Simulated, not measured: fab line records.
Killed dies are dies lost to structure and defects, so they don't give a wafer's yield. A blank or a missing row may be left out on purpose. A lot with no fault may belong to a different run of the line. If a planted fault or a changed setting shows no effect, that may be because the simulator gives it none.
fab line records ; flow sky130
record: lots: 6; wafers: 17; last_day: 50
route steps=708 shown CAP2M@604 METAL4@621
lots untouched by any fault: they come from a run of this same line in which no faults occurred
start_h: hours from the record's opening day to when the first of the lot's shown wafers began ; wait_h: time in hours since the lot's previous step ; " the same as in the row above ; L1.1+2: a row that stands for several wafers ; - no value, or no start given ; * or withheld: withheld ; < > ~ a bound
route shown NAME@n: a module of which the file shows steps, and the number in the route of the first ; usual: mean and standard deviation over wafers with no fault ; same: alike in all rows ; chamber/n: place in a boat ; sites: per-site readings ; _std_site: standard deviation of those values ; _edge_site: outer sites' mean less inner sites' ; radius_mm: for every site, how far away it sits from the centre of the wafer ; mask NAME#n: copy n ; behind: the most recent tool/chamber to have shaped the wafer ; hold: why the lot went on hold/how many hours it stayed there/how the hold came to an end ; device: transistor that didn't switch, given as n, p or np ; end of line: at the end of the route, the tests of the same wafers ; a step without rows: its recipe alone ; killed: at the first sort, the dies lost to defects and structure; wafer yield is something else ; map: a wafer's dies, marking killed ones x, the rest . and places with no die _
set.NAME: setting as actually run; set.NAME@STEP: the setting as run at that earlier step ; model.NAME: the simulator's own value behind a step, which no gauge read
lots seen at some steps along the route; tables by step, rows by wafer
services: a tool's chamber out of use, with start hour (start_h, from the record's first day; less than 0 if before it), hours out, and reason
== steps ==
step: SKY_CAP2M_THK_MEAS_01
recipe: reads: SiO2_of_CAP2M_CVD_00
usual: CAP2M_CVD_00_THK: 15.49/0.23
lot.wafer;tool;chamber;start_h;wait_h;CAP2M_CVD_00_THK[nm]
L930.3;film_metro-04;-;948.68;-;15.19
L930.4;film_metro-04;-;948.68;-;15.49
L930.6;film_metro-04;-;948.68;-;15.35
L934.2;film_metro-03;-;982.80;-;15.48
L934.3;film_metro-03;-;982.80;-;15.78
L940.3;film_metro-03;-;1014.15;-;16.00
L940.4;film_metro-03;-;1014.15;-;16.02
L940.6;film_metro-03;-;1014.15;-;15.60
L946.1;film_metro-04;-;1062.78;-;15.53
L946.3;film_metro-04;-;1062.78;-;15.49
L946.4;film_metro-04;-;1062.78;-;15.98
L949.1;film_metro-04;-;1080.83;-;15.43
L949.3;film_metro-04;-;1080.83;-;15.41
L949.6;film_metro-04;-;1080.83;-;15.58
L950.1;film_metro-03;-;1086.25;-;15.45
L950.2;film_metro-03;-;1086.25;-;15.45
L950.4;film_metro-03;-;1086.25;-;15.72
step: SKY_CAP2M_SPUTTER_02
recipe: material: TiN; target_thk_nm: 200; temp_c: 300; power_w: 6500; time_s: 166.7; chamber_pressure_pa: 0.4
usual: susceptor_temp_C: 299.98/0.16; throttle_valve_pct: 30.0/0.63
lot.wafer;tool;chamber;start_h;wait_h;susceptor_temp_C;throttle_valve_pct
L930.3;pvd_sputter-01;-;948.72;0.0;299.89;31.1
L930.4;pvd_sputter-01;-;948.72;0.0;299.82;29.9
L930.6;pvd_sputter-01;-;948.72;0.0;299.80;30.0
L934.2;pvd_sputter-01;-;982.85;0.0;300.20;29.8
L934.3;pvd_sputter-01;-;982.85;0.0;300.03;30.2
L940.3;pvd_sputter-01;-;1014.19;0.0;299.69;31.3
L940.4;pvd_sputter-01;-;1014.19;0.0;300.08;29.7
L940.6;pvd_sputter-01;-;1014.19;0.0;299.98;30.2
L946.1;pvd_sputter-04;-;1062.84;0.1;300.02;29.9
L946.3;pvd_sputter-04;-;1062.84;0.1;299.91;29.5
L946.4;pvd_sputter-04;-;1062.84;0.1;300.14;31.3
L949.1;pvd_sputter-02;-;1080.89;0.1;300.09;29.4
L949.3;pvd_sputter-02;-;1080.89;0.1;299.87;30.5
L949.6;pvd_sputter-02;-;1080.89;0.1;300.03;30.1
L950.1;pvd_sputter-02;-;1086.31;0.1;299.94;28.9
L950.2;pvd_sputter-02;-;1086.31;0.1;300.02;30.1
L950.4;pvd_sputter-02;-;1086.31;0.1;299.84;29.2
step: SKY_CAP2M_RS_MEAS_03
recipe: thk_meas_gauge: four-point-probe; reads: TiN_of_CAP2M_SPUTTER_02
usual: CAP2M_TIN_RS: 6.90/0.083
lot.wafer;tool;chamber;start_h;wait_h;CAP2M_TIN_RS[ohm/sq]
L930.3;film_metro-03;-;948.87;0.1;6.89
L930.4;film_metro-03;-;948.87;0.1;6.94
L930.6;film_metro-03;-;948.87;0.1;6.86
L934.2;film_metro-04;-;982.98;0.1;6.99
L934.3;film_metro-04;-;982.98;0.1;6.82
L940.3;film_metro-02;-;1014.34;0.1;6.96
L940.4;film_metro-02;-;1014.34;0.1;6.91
L940.6;film_metro-02;-;1014.34;0.1;6.96
L946.1;film_metro-03;-;1062.95;0.1;7.02
L946.3;film_metro-03;-;1062.95;0.1;7.03
L946.4;film_metro-03;-;1062.95;0.1;6.94
L949.1;film_metro-04;-;1081.00;0.1;6.68
L949.3;film_metro-04;-;1081.00;0.1;6.77
L949.6;film_metro-04;-;1081.00;0.1;6.70
L950.1;film_metro-04;-;1086.42;0.1;6.82
L950.2;film_metro-04;-;1086.42;0.1;6.85
L950.4;film_metro-04;-;1086.42;0.1;6.77
step: SKY_CAP2M_THK_MEAS_04
recipe: thk_meas_gauge: xrf; reads: TiN_of_CAP2M_SPUTTER_02
usual: CAP2M_TIN_THK: 200.9/2.5
lot.wafer;tool;chamber;start_h;wait_h;CAP2M_TIN_THK[nm]
L930.3;film_metro-03;-;948.97;0.1;200.6
L930.4;film_metro-03;-;948.97;0.1;200.4
L930.6;film_metro-03;-;948.97;0.1;202.9
L934.2;film_metro-04;-;983.09;0.1;197.7
L934.3;film_metro-04;-;983.09;0.1;204.2
L940.3;film_metro-02;-;1014.44;0.1;200.1
L940.4;film_metro-02;-;1014.44;0.1;200.6
L940.6;film_metro-02;-;1014.44;0.1;199.3
L946.1;film_metro-03;-;1063.07;0.1;195.5
L946.3;film_metro-03;-;1063.07;0.1;195.0
L946.4;film_metro-03;-;1063.07;0.1;198.9
L949.1;film_metro-04;-;1081.12;0.1;207.3
L949.3;film_metro-04;-;1081.12;0.1;203.4
L949.6;film_metro-04;-;1081.12;0.1;205.9
L950.1;film_metro-04;-;1086.54;0.1;202.6
L950.2;film_metro-04;-;1086.54;0.1;201.7
L950.4;film_metro-04;-;1086.54;0.1;204.5
step: SKY_CAP2M_DEHYDRATE_05
recipe: temp_c: 200; time_s: 60
step: SKY_CAP2M_HMDS_06
recipe: prime_time_s: 60; prime_temp_c: 120
step: SKY_CAP2M_COAT_07
recipe: resist: NOVOLAK; spin_rpm: 3000; resist_thk_nm: 1140
step: SKY_CAP2M_SOFTBAKE_08
recipe: temp_c: 90; time_s: 60; resist: NOVOLAK
step: SKY_CAP2M_EXPOSE_09
recipe: mask_id: CAP2M; na: 0.6; source_shape: conventional; sigma_outer: 0.6; polarization: unpolarized; target_cd_nm: 1000; dose_mj: 159
step: SKY_CAP2M_PEB_10
recipe: temp_c: withheld; time_s: *; resist: NOVOLAK
step: SKY_CAP2M_DEVELOP_11
recipe: resist: NOVOLAK; developer: TMAH; develop_time_s: 60; dev_temp_c: 23
step: SKY_CAP2M_OVL_MEAS_12
usual: CAP2M_OVL: 0.0/1.3
lot.wafer;tool;chamber;start_h;wait_h;CAP2M_OVL[nm]
L930.3;overlay-01;-;973.06;0.1;-0.7
L930.4;overlay-01;-;973.06;0.1;0.2
L930.6;overlay-01;-;973.06;0.1;-0.1
L934.2;overlay-01;-;1005.60;0.1;1.1
L934.3;overlay-01;-;1005.60;0.1;0.1
L940.3;overlay-02;-;1037.17;0.1;-1.5
L940.4;overlay-02;-;1037.17;0.1;-0.9
L940.6;overlay-02;-;1037.17;0.1;-1.5
L946.1;overlay-02;-;1083.14;0.1;0.3
L946.3;overlay-02;-;1083.14;0.1;-0.4
L946.4;overlay-02;-;1083.14;0.1;2.1
L949.1;overlay-01;-;1100.99;0.1;0.0
L949.3;overlay-01;-;1100.99;0.1;-0.4
L949.6;overlay-01;-;1100.99;0.1;1.7
L950.1;overlay-01;-;1106.15;0.1;1.7
L950.2;overlay-01;-;1106.15;0.1;0.0
L950.4;overlay-01;-;1106.15;0.1;0.4
step: SKY_CAP2M_METAL_ETCH_13
recipe: target_depth_nm: 220; stop_on: SiO2; chemistry: Cl2/BCl3; target: TiN; pressure_mtorr: 10; icp_w: 900; bias_w: 48.5; Cl2_flow_sccm: 60; bcl3_flow_sccm: 30; time_s: 62.9
usual: bias_w: 48.52/0.17; drypump_motor_current_A: 5.7/0.36; he_backside_leak_sccm: 3.3/0.4; oes_product_au: 0.942/0.0074; run_length_s: 91.2/0.58; throttle_valve_pct: 21.902/0.011
lot.wafer;tool;chamber;start_h;wait_h;bias_w;drypump_motor_current_A;he_backside_leak_sccm;oes_product_au;rf_hours_counter_h;run_length_s;throttle_valve_pct;model.SiO2_of_CAP2M_CVD_00.thk_nm
L930.3;rie_metal-01;1;973.11;0.0;48.81;6.0;3.0;0.916;-;95.1;21.938;14.09
L930.4;rie_metal-01;0;973.11;0.0;48.60;5.3;3.1;0.913;-;94.1;21.929;14.43
L930.6;rie_metal-01;1;973.11;0.0;48.58;6.0;3.0;0.941;-;92.0;21.887;15.35
L934.2;rie_metal-01;1;1005.63;0.0;48.62;6.0;3.3;0.938;15;91.7;21.918;15.52
L934.3;rie_metal-01;1;1005.63;0.0;48.51;6.0;3.1;0.924;-;94.9;21.917;14.71
L940.3;rie_metal-04;1;1037.22;0.0;48.43;5.2;3.5;0.937;-;90.4;21.908;15.99
L940.4;rie_metal-04;0;1037.22;0.0;48.43;5.7;3.2;0.946;-;91.1;21.904;16.05
L940.6;rie_metal-04;1;1037.22;0.0;48.38;5.2;3.5;0.940;-;90.3;21.908;15.61
L946.1;rie_metal-01;1;1083.18;0.0;48.76;6.0;3.2;0.927;20;91.7;21.912;15.55
L946.3;rie_metal-01;0;1083.18;0.0;48.41;5.4;3.1;0.936;-;91.0;21.904;15.53
L946.4;rie_metal-01;1;1083.18;0.0;48.60;6.0;3.1;0.945;-;91.7;21.898;15.99
L949.1;rie_metal-01;0;1101.03;0.0;48.35;5.3;3.2;0.952;10;91.7;21.881;15.43
L949.3;rie_metal-01;1;1101.03;0.0;48.35;6.0;3.3;0.947;-;92.0;21.884;15.36
L949.6;rie_metal-01;1;1101.03;0.0;48.33;6.0;3.3;0.951;-;92.0;21.890;15.6
L950.1;rie_metal-01;1;1106.19;0.0;48.55;6.0;3.3;0.945;22;92.2;21.890;15.43
L950.2;rie_metal-01;0;1106.19;0.0;48.71;5.4;3.2;0.941;11;91.0;21.889;15.47
L950.4;rie_metal-01;1;1106.19;0.0;48.63;6.0;3.2;0.947;-;91.9;21.888;15.77
step: SKY_CAP2M_STRIP_14
recipe: chemistry: O2/N2; power_w: 1400; pressure_mtorr: 1500; platen_temp_c: withheld; o2_flow_sccm: 3000; n2_flow_sccm: 300; overash_fraction: 0.5
usual: drypump_motor_current_A: 5.58/0.2; oes_product_au: 0.710/0.0049; strip_time_to_endpoint_s: 12.67/0.067
lot.wafer;tool;chamber;start_h;wait_h;drypump_motor_current_A;oes_product_au;rf_hours_counter_h;strip_time_to_endpoint_s
L930.3;plasma_asher-02;0;973.20;0.1;5.49;0.713;-;12.64
L930.4;plasma_asher-02;1;973.20;0.1;5.54;0.703;-;12.63
L930.6;plasma_asher-02;1;973.20;0.1;5.52;0.706;-;12.80
L934.2;plasma_asher-04;1;1005.71;0.1;5.40;0.715;26;12.70
L934.3;plasma_asher-04;0;1005.71;0.1;5.69;0.707;-;12.58
L940.3;plasma_asher-04;1;1037.30;0.1;5.41;0.710;-;12.76
L940.4;plasma_asher-04;0;1037.30;0.1;5.69;0.704;-;12.66
L940.6;plasma_asher-04;0;1037.30;0.1;5.69;0.709;-;12.72
L946.1;plasma_asher-03;1;1083.26;0.1;5.97;0.715;2;12.67
L946.3;plasma_asher-03;0;1083.26;0.1;5.42;0.709;-;12.70
L946.4;plasma_asher-03;1;1083.26;0.1;5.95;0.711;-;12.72
L949.1;plasma_asher-02;0;1101.11;0.1;5.46;0.712;94;12.62
L949.3;plasma_asher-02;0;1101.11;0.1;5.47;0.715;-;12.64
L949.6;plasma_asher-02;1;1101.11;0.1;5.49;0.706;-;12.66
L950.1;plasma_asher-02;0;1106.27;0.1;5.46;0.707;95;12.74
L950.2;plasma_asher-02;1;1106.27;0.1;5.53;0.706;95;12.74
L950.4;plasma_asher-02;1;1106.27;0.1;5.54;0.708;-;12.71
step: SKY_CAP2M_STRIP_15
recipe: chemistry: post_etch_residue_remover; time_s: 1200; temp_c: 72.5
step: SKY_CAP2M_CLEAN_16
recipe: chemistry: IPA; time_s: 180; temp_c: 25
step: SKY_CAP2M_CLEAN_17
recipe: chemistry: O3/DIW; dry: n2_spin
step: SKY_METAL4_DEHYDRATE_05
recipe: temp_c: 200; time_s: 60
step: SKY_METAL4_HMDS_06
recipe: prime_time_s: 60; prime_temp_c: 120
step: SKY_METAL4_COAT_07
recipe: resist: BARC; temp_c: withheld; time_s: withheld; spin_rpm: 3000; resist_thk_nm: 60
step: SKY_METAL4_COAT_08
recipe: resist: KrF-thick; spin_rpm: 3000; resist_thk_nm: 1140
step: SKY_METAL4_SOFTBAKE_09
recipe: temp_c: 100; time_s: 90; resist: KrF-thick
step: SKY_METAL4_EXPOSE_10
recipe: mask_id: MM4; na: 0.68; source_shape: annular; sigma_inner: 0.4; sigma_outer: 0.8; target_cd_nm: 300; dose_mj: 28
step: SKY_METAL4_PEB_11
recipe: peb_temp_c: withheld; peb_time_s: withheld; resist: KrF-thick
step: SKY_METAL4_DEVELOP_12
recipe: develop_time_s: 60; resist: KrF-thick; dev_temp_c: 21
step: SKY_METAL4_CD_MEAS_13
recipe: target_cd_nm: 300
usual: cd_nm: 300.2/1.3
lot.wafer;tool;chamber;start_h;wait_h;cd_nm
L930.3;cd_sem-02;-;997.67;-;299.9
L930.4;cd_sem-02;-;997.67;-;299.9
L930.6;cd_sem-02;-;997.67;-;300.0
L934.2;cd_sem-01;-;1029.25;-;298.0
L934.3;cd_sem-01;-;1029.25;-;299.4
L940.3;cd_sem-02;-;1060.42;-;303.0
L940.4;cd_sem-02;-;1060.42;-;302.7
L940.6;cd_sem-02;-;1060.42;-;301.5
L946.1;cd_sem-02;-;1103.91;-;303.0
L946.3;cd_sem-02;-;1103.91;-;301.9
L946.4;cd_sem-02;-;1103.91;-;300.9
L949.1;cd_sem-01;-;1121.49;-;300.6
L949.3;cd_sem-01;-;1121.49;-;300.3
L949.6;cd_sem-01;-;1121.49;-;300.8
L950.1;cd_sem-01;-;1126.26;-;299.0
L950.2;cd_sem-01;-;1126.26;-;300.5
L950.4;cd_sem-01;-;1126.26;-;300.5
step: SKY_METAL4_OVL_MEAS_14
usual: METAL4_OVL: -4/6
lot.wafer;tool;chamber;start_h;wait_h;METAL4_OVL[nm]
L930.3;overlay-01;-;997.77;0.1;-6
L930.4;overlay-01;-;997.77;0.1;-17
L930.6;overlay-01;-;997.77;0.1;-9
L934.2;overlay-01;-;1029.36;0.1;-8
L934.3;overlay-01;-;1029.36;0.1;5
L940.3;overlay-02;-;1060.52;0.1;-5
L940.4;overlay-02;-;1060.52;0.1;3
L940.6;overlay-02;-;1060.52;0.1;0
L946.1;overlay-01;-;1104.03;0.1;6
L946.3;overlay-01;-;1104.03;0.1;6
L946.4;overlay-01;-;1104.03;0.1;-3
L949.1;overlay-02;-;1121.61;0.1;7
L949.3;overlay-02;-;1121.61;0.1;2
L949.6;overlay-02;-;1121.61;0.1;-3
L950.1;overlay-01;-;1126.38;0.1;2
L950.2;overlay-01;-;1126.38;0.1;7
L950.4;overlay-01;-;1126.38;0.1;-3
step: SKY_METAL4_DESCUM_15
recipe: chemistry: O2; source_power_w: 150; bias_power_w: 0; pressure_mtorr: 10; temp_c: 40; time_s: 8
usual: drypump_motor_current_A: 5.8/0.38; he_backside_leak_sccm: 3.19/0.18; oes_product_au: 1.006/0.019
same: bias_power_w: 0
lot.wafer;tool;chamber;start_h;wait_h;drypump_motor_current_A;he_backside_leak_sccm;oes_product_au;rf_hours_counter_h
L930.3;rie_metal-04;1;997.80;0.0;5.2;3.38;0.990;-
L930.4;rie_metal-04;0;997.80;0.0;5.7;3.17;1.011;-
L930.6;rie_metal-04;1;997.80;0.0;5.2;3.41;0.990;-
L934.2;rie_metal-04;0;1029.39;0.0;5.8;3.10;0.985;12
L934.3;rie_metal-04;0;1029.39;0.0;5.7;3.12;0.989;-
L940.3;rie_metal-02;1;1060.55;0.0;5.7;3.12;1.032;-
L940.4;rie_metal-02;0;1060.55;0.0;6.3;2.83;0.992;-
L940.6;rie_metal-02;0;1060.55;0.0;6.3;3.11;0.984;-
L946.1;rie_metal-02;1;1104.06;0.0;5.7;3.03;1.023;16
L946.3;rie_metal-02;0;1104.06;0.0;6.3;3.55;0.991;-
L946.4;rie_metal-02;1;1104.06;0.0;5.7;2.98;1.029;-
L949.1;rie_metal-04;1;1121.65;0.0;5.2;3.47;0.991;20
L949.3;rie_metal-04;0;1121.65;0.0;5.7;3.44;1.005;-
L949.6;rie_metal-04;0;1121.65;0.0;5.7;3.50;1.003;-
L950.1;rie_metal-02;0;1126.41;0.0;6.3;3.28;1.005;23
L950.2;rie_metal-02;0;1126.41;0.0;6.3;2.96;0.994;-
L950.4;rie_metal-02;0;1126.41;0.0;6.2;2.97;1.002;-
step: SKY_METAL4_ETCH_16
recipe: chemistry: N2/H2; target: BARC; ion_energy_ev: 200; bias_w: 100; pressure_mtorr: 30; n2_flow_sccm: 100; h2_flow_sccm: 200; icp_w: 500; stop_on: SiO2; time_s: 88.2; target_depth_a: 600
usual: bias_w: 100.0/0.32; drypump_motor_current_A: 5.8/0.38; he_backside_leak_sccm: 3.19/0.18; oes_product_au: 0.626/0.0045; run_length_s: 116.3/0.48; throttle_valve_pct: 13.206/0.0095
lot.wafer;tool;chamber;start_h;wait_h;bias_w;drypump_motor_current_A;he_backside_leak_sccm;oes_product_au;rf_hours_counter_h;run_length_s;throttle_valve_pct
L930.3;rie_metal-04;1;997.85;0.0;99.8;5.2;3.32;0.628;-;116.0;13.208
L930.4;rie_metal-04;0;997.85;0.0;99.8;5.7;3.02;0.631;-;116.5;13.200
L930.6;rie_metal-04;1;997.85;0.0;99.8;5.2;3.48;0.628;-;115.7;13.216
L934.2;rie_metal-04;0;1029.42;0.0;99.7;5.7;3.09;0.629;12;116.4;13.205
L934.3;rie_metal-04;0;1029.42;0.0;99.9;5.7;3.02;0.623;-;116.4;13.191
L940.3;rie_metal-02;1;1060.60;0.0;99.9;5.7;2.94;0.632;-;116.0;13.209
L940.4;rie_metal-02;0;1060.60;0.0;99.8;6.3;3.41;0.618;-;116.9;13.217
L940.6;rie_metal-02;0;1060.60;0.0;99.9;6.3;3.58;0.629;-;116.9;13.201
L946.1;rie_metal-02;1;1104.09;0.0;99.8;5.8;3.17;0.627;16;116.4;13.202
L946.3;rie_metal-02;0;1104.09;0.0;99.5;6.3;3.31;0.624;-;116.8;13.216
L946.4;rie_metal-02;1;1104.09;0.0;100.0;5.8;3.21;0.632;-;115.7;13.204
L949.1;rie_metal-04;1;1121.68;0.0;99.8;5.2;3.51;0.627;20;115.5;13.192
L949.3;rie_metal-04;0;1121.68;0.0;99.7;5.7;3.17;0.616;-;116.6;13.221
L949.6;rie_metal-04;0;1121.68;0.0;99.6;5.7;3.16;0.631;-;116.7;13.214
L950.1;rie_metal-02;0;1126.48;0.1;99.9;6.3;3.46;0.633;23;116.7;13.201
L950.2;rie_metal-02;0;1126.48;0.1;100.2;6.3;3.28;0.622;-;116.8;13.214
L950.4;rie_metal-02;0;1126.48;0.1;100.2;6.3;3.07;0.627;-;116.8;13.208
step: SKY_METAL4_ETCH_17
recipe: target: SiO2; stop_on: TiN; chemistry: C4F8/O2/Ar; source_w: 1500; bias_w: 1200; pressure_mtorr: 40; c4f8_flow_sccm: withheld; O2_flow_sccm: 6; Ar_flow_sccm: 300; time_s: 3.9; target_depth_a: 150
usual: bias_w: 1199/3.5; oes_product_au: 0.754/0.0065
lot.wafer;tool;chamber;start_h;wait_h;bias_w;oes_product_au;model.etch.depth_nm
L930.3;rie_diel-03;1;997.92;0.0;1195;0.716;14.09
L930.4;rie_diel-03;2;997.92;0.0;1199;0.730;14.43
L930.6;rie_diel-03;0;997.92;0.0;1198;0.755;15.35
L934.2;rie_diel-03;2;1029.52;0.1;1198;0.756;15.52
L934.3;rie_diel-03;0;1029.52;0.1;1200;0.729;14.71
L940.3;rie_diel-03;1;1060.67;0.0;1203;0.765;15.99
L940.4;rie_diel-03;2;1060.67;0.0;1198;0.763;16.05
L940.6;rie_diel-03;0;1060.67;0.0;1194;0.760;15.61
L946.1;rie_diel-03;0;1104.19;0.1;1201;0.754;15.55
L946.3;rie_diel-03;2;1104.19;0.1;1202;0.753;15.53
L946.4;rie_diel-03;3;1104.19;0.1;1190;0.760;15.99
L949.1;rie_diel-01;1;1121.78;0.1;1200;0.753;15.43
L949.3;rie_diel-01;2;1121.78;0.1;1200;0.758;15.36
L949.6;rie_diel-01;2;1121.78;0.1;1200;0.759;15.6
L950.1;rie_diel-01;0;1126.67;0.2;1201;0.750;15.43
L950.2;rie_diel-01;2;1126.67;0.2;1198;0.752;15.47
L950.4;rie_diel-01;1;1126.67;0.2;1201;0.758;15.77
step: SKY_METAL4_METAL_ETCH_18
recipe: target_depth_a: 8450; stop_on: SiO2; over_etch_frac: 0.3; time_s: 183.1; chemistry: Cl2/BCl3; resist_sidewall_deg: 88; pressure_mtorr: 10; icp_w: 900; bias_w: 48.5; Cl2_flow_sccm: 60; bcl3_flow_sccm: 30
usual: bias_w: 48.51/0.12; drypump_motor_current_A: 5.7/0.36; he_backside_leak_sccm: 3.21/0.18; oes_product_au: 0.865/0.0065; run_length_s: 211.4/1.1; throttle_valve_pct: 22.265/0.0095
lot.wafer;tool;chamber;start_h;wait_h;bias_w;drypump_motor_current_A;he_backside_leak_sccm;oes_product_au;rf_hours_counter_h;run_length_s;throttle_valve_pct
L930.3;rie_metal-02;0;998.00;0.1;48.51;6.3;3.15;0.869;-;211.5;22.267
L930.4;rie_metal-02;1;998.00;0.1;48.51;5.7;3.21;0.874;-;210.8;22.257
L930.6;rie_metal-02;1;998.00;0.1;48.35;5.7;3.19;0.859;-;210.7;22.256
L934.2;rie_metal-03;1;1029.54;0.0;48.53;5.3;3.16;0.860;15;211.4;22.267
L934.3;rie_metal-03;1;1029.54;0.0;48.44;5.3;3.26;0.851;-;211.4;22.253
L940.3;rie_metal-04;0;1060.77;0.1;48.38;5.7;3.29;0.865;-;214.7;22.264
L940.4;rie_metal-04;1;1060.77;0.1;48.45;5.2;3.34;0.862;-;213.5;22.256
L940.6;rie_metal-04;0;1060.77;0.1;48.28;5.7;3.12;0.855;-;214.4;22.273
L946.1;rie_metal-03;0;1104.21;0.0;48.32;6.0;2.95;0.858;24;210.9;22.253
L946.3;rie_metal-03;0;1104.21;0.0;48.62;6.0;3.00;0.859;-;211.2;22.280
L946.4;rie_metal-03;1;1104.21;0.0;48.48;5.3;3.00;0.865;-;210.7;22.255
L949.1;rie_metal-03;1;1121.80;0.0;48.79;5.3;3.06;0.868;24;210.8;22.270
L949.3;rie_metal-03;0;1121.80;0.0;48.57;6.0;2.78;0.855;-;211.0;22.251
L949.6;rie_metal-03;1;1121.80;0.0;48.21;5.3;3.08;0.863;-;210.8;22.272
L950.1;rie_metal-03;0;1126.69;0.0;48.49;6.0;3.05;0.862;26;211.1;22.265
L950.2;rie_metal-03;1;1126.69;0.0;48.61;5.3;3.11;0.867;24;210.6;22.271
L950.4;rie_metal-03;0;1126.69;0.0;48.37;6.0;3.99;0.861;-;210.9;22.255
== services ==
tool;chamber;start_h;hours;kind
rie_diel-03;-;974.42;0.4;repair
rie_metal-04;1;977.30;1.7;repair
rie_metal-02;-;978.75;0.7;repair
rie_diel-03;3;979.72;1.9;repair
pvd_sputter-04;-;980.05;17.3;repair
plasma_asher-03;-;990.02;1.0;repair
rie_diel-01;1;991.54;3.7;repair
plasma_asher-02;-;1002.51;3.8;repair
plasma_asher-03;-;1017.80;1.0;repair
rie_diel-03;0;1037.28;-;clean
rie_diel-03;0;1037.28;-;consumable_replace:showerhead
rie_diel-03;0;1037.28;16.6;scheduled_down
rie_diel-03;0;1037.28;16.6;vent_cycle
plasma_asher-03;-;1055.25;9.0;pm
rie_metal-01;0;1083.61;14.5;repair
pvd_sputter-01;-;1086.06;1.0;repair
pvd_sputter-04;-;1086.86;5.1;repair
rie_metal-03;0;1087.52;16.6;repair
pvd_sputter-01;-;1090.18;15.6;repair
rie_diel-01;-;1102.75;1.8;repair
rie_metal-04;-;1111.81;2.8;pm
rie_metal-02;1;1113.41;20.3;repair
pvd_sputter-04;-;1118.34;0.7;repair
rie_metal-01;1;1123.34;4.0;repair
== key ==
first_sign: step: SKY_CAP2M_METAL_ETCH_13; reading: run_length_s; direction: up; sigmas: 5.9; usual: *; struck: *
effect: step: SKY_CAP2M_METAL_ETCH_13; reading: oes_product_au; direction: down; sigmas: 3.3; usual: 0.942; struck: 0.917
effect: step: SKY_METAL4_ETCH_17; reading: oes_product_au; direction: down; sigmas: 4.5; usual: 0.754; struck: 0.725
model_effect: step: SKY_CAP2M_METAL_ETCH_13; value: SiO2_of_CAP2M_CVD_00.thk_nm; without: 15.48; struck: 14.41
model_effect: step: SKY_METAL4_ETCH_17; value: etch.depth_nm; without: 15.48; struck: 14.41
met_at SKY_CAP2M_METAL_ETCH_13
struck_wafers L930.3,L930.4,L934.3
fault: kind: process_parameter_drift; tool: rie_metal-01; chamber: -; onset_h: 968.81; steps: SKY_CAP2M_METAL_ETCH_13; channel: time_s; offset: *; shape: step; end_h: 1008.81; scope: struck_wafers_only; acts_in: *; stated: *
